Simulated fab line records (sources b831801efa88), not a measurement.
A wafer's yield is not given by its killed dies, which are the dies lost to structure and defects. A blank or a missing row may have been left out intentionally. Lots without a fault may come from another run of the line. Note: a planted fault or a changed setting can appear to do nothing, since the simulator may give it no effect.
Which of the tools did it? -- flow gf180mcu -- 72 wafers from 24 lots sampled at 6 of the route's 602 steps

## WHAT THE GAUGES SHOWED, per wafer
GF_V4_CD_MEAS_14 targets a cd of 260 nm.
lot,measured,on,cd-nm (nm)
L074,day 24 03:17,cd-sem-01,260.0 260.0 260.3
L075,day 24 18:14,cd-sem-02,258.5 259.2 259.0
L076,day 24 22:30,cd-sem-01,262.1 262.1 262.1
L077,day 25 06:06,cd-sem-02,260.6 260.0 261.2
L078,day 25 18:15,cd-sem-01,261.3 260.3 261.0
L079,day 26 07:20,cd-sem-01,258.8 259.2 259.4
L080,day 26 18:48,cd-sem-02,260.2 260.1 260.5
L081,day 26 21:23,cd-sem-02,260.2 260.3 259.3
L082,day 26 22:50,cd-sem-02,261.4 261.2 260.8
L083,day 27 11:28,cd-sem-01,259.2 260.6 260.7
L084,day 27 19:01,cd-sem-01,259.2 259.0 258.9
L085,day 28 01:40,cd-sem-01,260.9 261.7 260.4
L086,day 28 07:09,cd-sem-02,260.7 261.3 259.6
L087,day 28 16:19,cd-sem-02,260.2 258.7 260.3
L088,day 28 20:42,cd-sem-01,260.1 260.0 259.7
L089,day 29 03:41,cd-sem-01,260.5 261.5 260.7
L090,day 29 10:12,cd-sem-02,260.7 259.6 260.8
L091,day 29 17:22,cd-sem-01,260.4 260.0 259.7
L092,day 30 01:23,cd-sem-02,259.3 260.2 259.4
L093,day 30 08:42,cd-sem-02,260.0 259.1 259.1
L094,day 30 09:57,cd-sem-01,259.2 260.8 259.3
L095,day 30 16:17,cd-sem-02,259.8 260.1 259.2
L096,day 31 00:49,cd-sem-02,260.0 260.9 262.8
L097,day 31 14:29,cd-sem-02,261.2 261.2 262.7

GF_M5_CD_MEAS_07 targets a cd of 280 nm.
lot,measured,on,cd-nm (nm)
L074,day 26 00:21,cd-sem-02,278.7 280.2 280.3
L075,day 26 18:08,cd-sem-02,281.0 281.7 281.7
L076,day 26 18:37,cd-sem-02,280.8 279.7 279.1
L077,day 27 01:27,cd-sem-01,281.0 280.2 280.8
L078,day 27 13:45,cd-sem-01,279.5 278.9 279.6
L079,day 28 01:35,cd-sem-01,281.0 280.3 278.8
L080,day 28 13:10,cd-sem-01,282.8 281.0 281.5
L081,day 28 16:51,cd-sem-01,278.3 278.5 277.3
L082,day 28 17:10,cd-sem-02,280.5 280.5 279.3
L083,day 29 04:52,cd-sem-01,278.7 278.3 279.2
L084,day 29 11:16,cd-sem-02,278.7 279.5 279.9
L085,day 29 18:22,cd-sem-01,282.2 280.6 280.4
L086,day 29 23:30,cd-sem-01,280.3 280.9 279.7
L087,day 30 07:43,cd-sem-01,278.9 279.9 278.9
L088,day 30 11:27,cd-sem-02,280.3 281.7 279.9
L089,day 30 18:38,cd-sem-01,281.1 281.8 281.3
L090,day 31 01:19,cd-sem-02,278.9 278.4 278.2
L091,day 31 08:35,cd-sem-02,281.4 280.6 281.0
L092,day 31 14:51,cd-sem-01,280.3 280.7 281.3
L093,day 31 21:45,cd-sem-02,281.8 281.0 280.6
L094,day 31 23:09,cd-sem-02,281.6 281.4 282.3
L095,day 32 05:51,cd-sem-01,279.9 278.0 279.5
L096,day 32 12:08,cd-sem-01,279.6 279.7 280.2
L097,day 33 02:06,cd-sem-01,279.7 280.0 280.2

## WHICH TOOL RAN EACH LOT (tool, then ch and the chambers of the sampled wafers, then the start)
lot,GF_V1_STRIP_18,GF_M2_SPUTTER_01,GF_M2_SPUTTER_02,GF_M2_SPUTTER_04
L074,"plasma-asher-02 ch 0,1, day 17 23:28","pvd-sputter-03, day 18 00:46","pvd-sputter-03, day 18 00:48","pvd-sputter-03, day 18 00:51"
L075,"plasma-asher-04 ch 0,1, day 18 12:17","pvd-sputter-01, day 18 13:34","pvd-sputter-01, day 18 13:36","pvd-sputter-01, day 18 13:39"
L076,"plasma-asher-04 ch 0,1, day 18 17:47","pvd-sputter-04, day 18 19:07","pvd-sputter-04, day 18 19:09","pvd-sputter-04, day 18 19:12"
L077,"plasma-asher-03 ch 0,1, day 19 03:36","pvd-sputter-01, day 19 04:55","pvd-sputter-01, day 19 04:57","pvd-sputter-01, day 19 05:00"
L078,"plasma-asher-02 ch 0,1, day 19 17:38","pvd-sputter-03, day 19 18:58","pvd-sputter-03, day 19 18:59","pvd-sputter-03, day 19 19:02"
L079,"plasma-asher-04 ch 0,1, day 20 07:01","pvd-sputter-01, day 20 08:21","pvd-sputter-01, day 20 08:23","pvd-sputter-01, day 20 08:26"
L080,"plasma-asher-04 ch 1, day 20 18:02","pvd-sputter-04, day 20 19:23","pvd-sputter-04, day 20 19:25","pvd-sputter-04, day 20 19:28"
L081,"plasma-asher-03 ch 0,1, day 21 00:02","pvd-sputter-04, day 21 01:20","pvd-sputter-04, day 21 01:22","pvd-sputter-04, day 21 01:25"
L082,"plasma-asher-02 ch 0,1, day 21 03:35","pvd-sputter-01, day 21 04:55","pvd-sputter-01, day 21 04:57","pvd-sputter-01, day 21 05:00"
L083,"plasma-asher-04 ch 0,1, day 21 15:59","pvd-sputter-04, day 21 17:19","pvd-sputter-04, day 21 17:20","pvd-sputter-04, day 21 17:24"
L084,"plasma-asher-03 ch 0, day 22 00:26","pvd-sputter-01, day 22 01:46","pvd-sputter-01, day 22 01:47","pvd-sputter-01, day 22 01:50"
L085,"plasma-asher-02 ch 0,1, day 22 07:26","pvd-sputter-01, day 22 08:46","pvd-sputter-01, day 22 08:47","pvd-sputter-01, day 22 08:50"
L086,"plasma-asher-04 ch 0,1, day 22 15:29","pvd-sputter-01, day 22 16:49","pvd-sputter-01, day 22 16:50","pvd-sputter-01, day 22 16:53"
L087,"plasma-asher-03 ch 0,1, day 23 00:26","pvd-sputter-03, day 23 01:46","pvd-sputter-03, day 23 01:47","pvd-sputter-03, day 23 01:50"
L088,"plasma-asher-02 ch 0,1, day 23 07:17","pvd-sputter-04, day 23 08:39","pvd-sputter-04, day 23 08:41","pvd-sputter-04, day 23 08:44"
L089,"plasma-asher-03 ch 0,1, day 23 15:13","pvd-sputter-03, day 23 16:30","pvd-sputter-03, day 23 16:32","pvd-sputter-03, day 23 16:35"
L090,"plasma-asher-04 ch 0,1, day 23 21:41","pvd-sputter-01, day 23 23:01","pvd-sputter-01, day 23 23:02","pvd-sputter-01, day 23 23:05"
L091,"plasma-asher-02 ch 0,1, day 24 08:31","pvd-sputter-03, day 24 09:50","pvd-sputter-03, day 24 09:52","pvd-sputter-03, day 24 09:55"
L092,"plasma-asher-04 ch 0,1, day 24 16:14","pvd-sputter-01, day 24 17:34","pvd-sputter-01, day 24 17:35","pvd-sputter-01, day 24 17:38"
L093,"plasma-asher-04 ch 0,1, day 24 23:08","pvd-sputter-03, day 25 00:28","pvd-sputter-03, day 25 00:29","pvd-sputter-03, day 25 00:32"
L094,"plasma-asher-04 ch 0,1, day 25 02:47","pvd-sputter-01, day 25 04:07","pvd-sputter-01, day 25 04:08","pvd-sputter-01, day 25 04:11"
L095,"plasma-asher-03 ch 0,1, day 25 10:29","pvd-sputter-01, day 25 11:49","pvd-sputter-01, day 25 11:50","pvd-sputter-01, day 25 11:53"
L096,"plasma-asher-04 ch 0,1, day 25 17:32","pvd-sputter-04, day 25 18:52","pvd-sputter-04, day 25 18:54","pvd-sputter-04, day 25 18:57"
L097,"plasma-asher-02 ch 0,1, day 26 10:23","pvd-sputter-03, day 26 11:52","pvd-sputter-03, day 26 11:54","pvd-sputter-03, day 26 11:57"
- GF_V1_STRIP_18: strips in O2/N2.
- GF_M2_SPUTTER_01: material TiN, target thk 30 nm, time 25 s.
- GF_M2_SPUTTER_02: material AlCu, target thk 450 nm, time 23.9 s.
- GF_M2_SPUTTER_04: material TiN, target thk 50 nm, time 43.34 s.

## AS READ BY THE TOOLS THEMSELVES (means over the sampled wafers that have a number; for cases with no such wafer, the mark the record gives instead)
GF_V1_STRIP_18.
lot,tool,drypump-motor-current-A (A),heater-power-w (W),oes-product-au (a.u.),platen-temp-c (C)
L074,plasma-asher-02,5.5,352,0.593,250.15
L075,plasma-asher-04,5.9,351,0.596,250.00
L076,plasma-asher-04,5.9,349,0.597,250.26
L077,plasma-asher-03,5.4,336,0.594,249.95
L078,plasma-asher-02,5.6,360,0.593,249.83
L079,plasma-asher-04,5.3,346,0.591,249.95
L080,plasma-asher-04,6.4,353,0.592,250.13
L081,plasma-asher-03,5.1,393,0.599,250.05
L082,plasma-asher-02,5.9,314,0.592,250.06
L083,plasma-asher-04,5.3,343,0.593,249.95
L084,plasma-asher-03,5.6,280,0.589,250.00
L085,plasma-asher-02,5.5,356,0.592,250.01
L086,plasma-asher-04,5.8,354,0.587,250.05
L087,plasma-asher-03,5.1,389,0.592,249.78
L088,plasma-asher-02,5.9,317,0.592,249.97
L089,plasma-asher-03,5.4,335,0.590,250.04
L090,plasma-asher-04,5.9,353,0.595,250.03
L091,plasma-asher-02,5.9,318,0.591,249.95
L092,plasma-asher-04,5.8,353,0.591,250.00
L093,plasma-asher-04,5.3,351,0.592,249.87
L094,plasma-asher-04,5.9,351,0.590,249.94
L095,plasma-asher-03,5.1,395,0.592,249.88
L096,plasma-asher-04,5.3,347,0.594,249.95
L097,plasma-asher-02,5.9,319,0.593,250.06

GF_M2_SPUTTER_01.
lot,tool,throttle-valve-pct (%)
L074,pvd-sputter-03,29.9
L075,pvd-sputter-01,30.3
L076,pvd-sputter-04,29.2
L077,pvd-sputter-01,31.0
L078,pvd-sputter-03,30.0
L079,pvd-sputter-01,30.2
L080,pvd-sputter-04,29.4
L081,pvd-sputter-04,29.8
L082,pvd-sputter-01,30.1
L083,pvd-sputter-04,29.0
L084,pvd-sputter-01,30.1
L085,pvd-sputter-01,30.0
L086,pvd-sputter-01,30.3
L087,pvd-sputter-03,29.9
L088,pvd-sputter-04,29.6
L089,pvd-sputter-03,29.4
L090,pvd-sputter-01,31.0
L091,pvd-sputter-03,29.5
L092,pvd-sputter-01,31.1
L093,pvd-sputter-03,29.8
L094,pvd-sputter-01,30.4
L095,pvd-sputter-01,31.0
L096,pvd-sputter-04,28.9
L097,pvd-sputter-03,29.7

GF_M2_SPUTTER_02.
lot,tool,throttle-valve-pct (%)
L074,pvd-sputter-03,30.1
L075,pvd-sputter-01,30.3
L076,pvd-sputter-04,29.3
L077,pvd-sputter-01,30.8
L078,pvd-sputter-03,30.0
L079,pvd-sputter-01,30.0
L080,pvd-sputter-04,29.4
L081,pvd-sputter-04,29.6
L082,pvd-sputter-01,30.1
L083,pvd-sputter-04,29.1
L084,pvd-sputter-01,30.0
L085,pvd-sputter-01,30.1
L086,pvd-sputter-01,30.3
L087,pvd-sputter-03,29.7
L088,pvd-sputter-04,29.4
L089,pvd-sputter-03,29.4
L090,pvd-sputter-01,30.9
L091,pvd-sputter-03,29.6
L092,pvd-sputter-01,31.0
L093,pvd-sputter-03,29.8
L094,pvd-sputter-01,30.3
L095,pvd-sputter-01,30.8
L096,pvd-sputter-04,29.0
L097,pvd-sputter-03,29.7

GF_M2_SPUTTER_04.
lot,tool,throttle-valve-pct (%)
L074,pvd-sputter-03,30.1
L075,pvd-sputter-01,30.0
L076,pvd-sputter-04,29.4
L077,pvd-sputter-01,30.8
L078,pvd-sputter-03,30.0
L079,pvd-sputter-01,30.1
L080,pvd-sputter-04,29.5
L081,pvd-sputter-04,29.6
L082,pvd-sputter-01,30.0
L083,pvd-sputter-04,29.0
L084,pvd-sputter-01,30.0
L085,pvd-sputter-01,30.0
L086,pvd-sputter-01,30.3
L087,pvd-sputter-03,29.6
L088,pvd-sputter-04,29.4
L089,pvd-sputter-03,29.3
L090,pvd-sputter-01,31.0
L091,pvd-sputter-03,29.5
L092,pvd-sputter-01,31.1
L093,pvd-sputter-03,30.0
L094,pvd-sputter-01,30.3
L095,pvd-sputter-01,31.0
L096,pvd-sputter-04,29.1
L097,pvd-sputter-03,29.7

## THE ANSWER, worked out from the rows above alone
Rule: the lots themselves supply what counts as usual. Put in order of their means at a reading, lots are off if they are a third of the lots or fewer, leave a main group of 4 or more, and stand apart from it by a gap of 3 or more times the standard deviation of the main group's means; of several such gaps the widest counts. The tables above print the reading to a certain number of digits; a main group whose means all agree to those digits is not used. Also off: a lot with no number at a reading for which 4 or more lots have one. Any other lot the step has rows for is counted as sound. First the gauges in route order, then the tools' own readings, where a lot's mean is used as printed above. The first step at which some lot is off is used, and at that step the reading that is off furthest; a lot without a number counts as furthest.
Across all readings shown, no lot is off: no conclusion can be drawn from this.

## WHAT THE SIMULATOR PUT IN
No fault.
